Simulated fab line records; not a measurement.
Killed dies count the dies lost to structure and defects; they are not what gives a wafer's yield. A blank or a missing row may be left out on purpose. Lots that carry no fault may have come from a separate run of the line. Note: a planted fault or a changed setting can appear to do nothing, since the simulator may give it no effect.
Which of the tools did it?    flow gf180mcu    12 lots with 36 wafers sampled at 4 steps, on a route of 602 steps

== WHAT THE GAUGES SHOWED, per wafer ==
GF_STI_THK_MEAS_30.
lot   measured     on             STI_OXIDATION_02_THK (nm)
L121  day 2 05:34  film-metro-01  9.94 9.97 10.05
L122  day 2 14:02  film-metro-04  10.00 9.92 9.89
L123  day 2 18:05  film-metro-01  10.11 10.29 10.12
L124  day 2 21:42  film-metro-01  10.19 10.07 10.15
L125  day 3 02:10  film-metro-01  9.96 9.83 9.89
L126  day 3 07:43  film-metro-02  9.74 9.81 9.74
L127  day 3 13:33  film-metro-02  9.74 10.09 10.00
L128  day 3 18:37  film-metro-04  9.81 9.67 9.85
L129  day 3 22:23  film-metro-01  9.64 9.83 9.80
L133  day 4 21:02  film-metro-01  9.90 9.75 9.84
L134  day 5 01:55  film-metro-02  9.76 9.87 9.69
L140  day 6 11:20  film-metro-04  9.86 9.84 9.75

GF_POLY_GATE_THK_MEAS_01.
lot   measured      on             POLY_GATE_CVD_00_THK (nm)
L121  day 8 08:49   film-metro-04  201.4 201.7 199.8
L122  day 8 23:12   film-metro-03  201.8 202.6 203.1
L123  day 9 03:32   film-metro-04  204.1 205.1 204.0
L124  day 9 10:48   film-metro-02  201.4 200.5 201.5
L125  day 9 17:51   film-metro-02  196.8 198.4 197.7
L126  day 9 21:11   film-metro-03  206.2 207.2 205.7
L127  day 10 04:34  film-metro-02  195.9 193.7 195.5
L128  day 10 14:41  film-metro-02  199.9 201.0 200.9
L129  day 10 18:53  film-metro-04  201.5 200.6 200.2
L133  day 11 23:54  film-metro-03  205.7 204.4 206.6
L134  day 12 05:54  film-metro-04  200.3 201.3 201.7
L140  day 14 04:57  film-metro-04  200.4 200.3 200.8

GF_HV_LDD_CD_MEAS_19: target cd 400 nm.
lot   measured      on         cd-nm (nm)
L121  day 10 14:50  cd-sem-01  400.0 399.2 398.5
L122  day 11 05:59  cd-sem-01  400.4 403.5 401.2
L123  day 11 11:27  cd-sem-02  400.3 397.8 399.2
L124  day 11 18:36  cd-sem-02  402.3 398.9 401.3
L125  day 12 03:03  cd-sem-02  401.2 401.6 402.0
L126  day 12 08:10  cd-sem-01  401.2 399.9 402.0
L127  day 12 14:04  cd-sem-02  405.6 402.6 404.8
L128  day 13 01:17  cd-sem-02  396.6 397.7 395.8
L129  day 13 06:53  cd-sem-01  400.1 399.0 397.1
L133  day 14 13:20  cd-sem-01  401.8 402.0 402.5
L134  day 14 20:11  cd-sem-02  396.8 397.5 398.0
L140  day 16 23:44  cd-sem-02  401.4 404.1 402.0

== WHICH TOOL RAN EACH LOT (tool, then ch and the chambers of the sampled wafers, then the start) ==
lot   GF_MVSD_EXPOSE_04
L121  iline-stepper-01 ch 0, day 4 02:04
L122  iline-stepper-02 ch 0, day 4 13:42
L123  iline-stepper-02 ch 0, day 4 16:14
L124  iline-stepper-01 ch 0, day 5 00:35
L125  iline-stepper-01 ch 0, day 5 02:54
L126  iline-stepper-02 ch 0, day 5 08:20
L127  iline-stepper-02 ch 0, day 5 15:18
L128  iline-stepper-01 ch 0, day 5 20:05
L129  iline-stepper-01 ch 0, day 6 00:19
L133  iline-stepper-01 ch 0, day 7 01:56
L134  iline-stepper-01 ch 0, day 7 06:29
L140  iline-stepper-02 ch 0, day 8 19:34
- GF_MVSD_EXPOSE_04: exposes mask MVSD, target cd 1000 nm.

== AS READ BY THE TOOLS THEMSELVES (means over the sampled wafers that have a number; for cases with no such wafer, the mark the record gives instead) ==
GF_MVSD_EXPOSE_04.
lot   tool              exposure-dose-mJ-cm2  reticle-temp-C (C)  stage-vel-mm-s (mm/s)
L121  iline-stepper-01  260.07                23.08               499.97
L122  iline-stepper-02  259.71                23.02               500.32
L123  iline-stepper-02  259.97                23.03               499.86
L124  iline-stepper-01  259.83                23.09               499.90
L125  iline-stepper-01  260.20                23.03               500.26
L126  iline-stepper-02  259.88                23.04               500.12
L127  iline-stepper-02  259.91                23.00               500.17
L128  iline-stepper-01  259.81                23.12               500.01
L129  iline-stepper-01  259.78                23.09               500.07
L133  iline-stepper-01  273.21                22.97               500.05
L134  iline-stepper-01  273.88                22.98               499.75
L140  iline-stepper-02  260.29                22.96               500.16

== THE ANSWER, worked out from the rows above alone ==
Rule: the usual values come from the lots themselves. Put in order of their means at a reading, lots are off if they are a third of the lots or fewer, leave a main group of 4 or more, and stand apart from it by a gap of 3 or more times the standard deviation of the main group's means; of several such gaps the widest counts. The tables above print the reading to a certain number of digits; a main group whose means all agree to those digits is not used. A lot without any number at a reading at which 4 lots or more have one is off too. The other lots that the step has rows for count as sound. After the gauges, taken in route order, come the tools' own readings; for these a lot's mean is taken, as printed above. The first step at which some lot is off is used, and at that step the reading that is off furthest; a lot without a number counts as furthest.
Off at GF_MVSD_EXPOSE_04 (exposure-dose-mJ-cm2): L133, L134. Main group: mean 259.94, sd 0.18.
A tool fits if, at that step or a process step before it, it ran every lot that is off, and no sound lot after the first of them. One fits: iline-stepper-01 at GF_MVSD_EXPOSE_04. Its last sound lot is L129 (day 6 00:19), its first lot that is off L133 (day 7 01:56): a fault that began between those two fits.
The tool's own readings at GF_MVSD_EXPOSE_04 bear it out: on the lots that are off they differ by more than 5 times the standard deviation of the sound lots' means. exposure-dose-mJ-cm2 reads 273.54 there against 259.94 on the sound lots.

== WHAT THE SIMULATOR PUT IN ==
Process parameter drift: iline-stepper-01, from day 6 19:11 on, at GF_MVSD_EXPOSE_04. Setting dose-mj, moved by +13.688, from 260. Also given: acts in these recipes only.
Struck lots among those shown: L133, L134. The rule above reached the same finding.
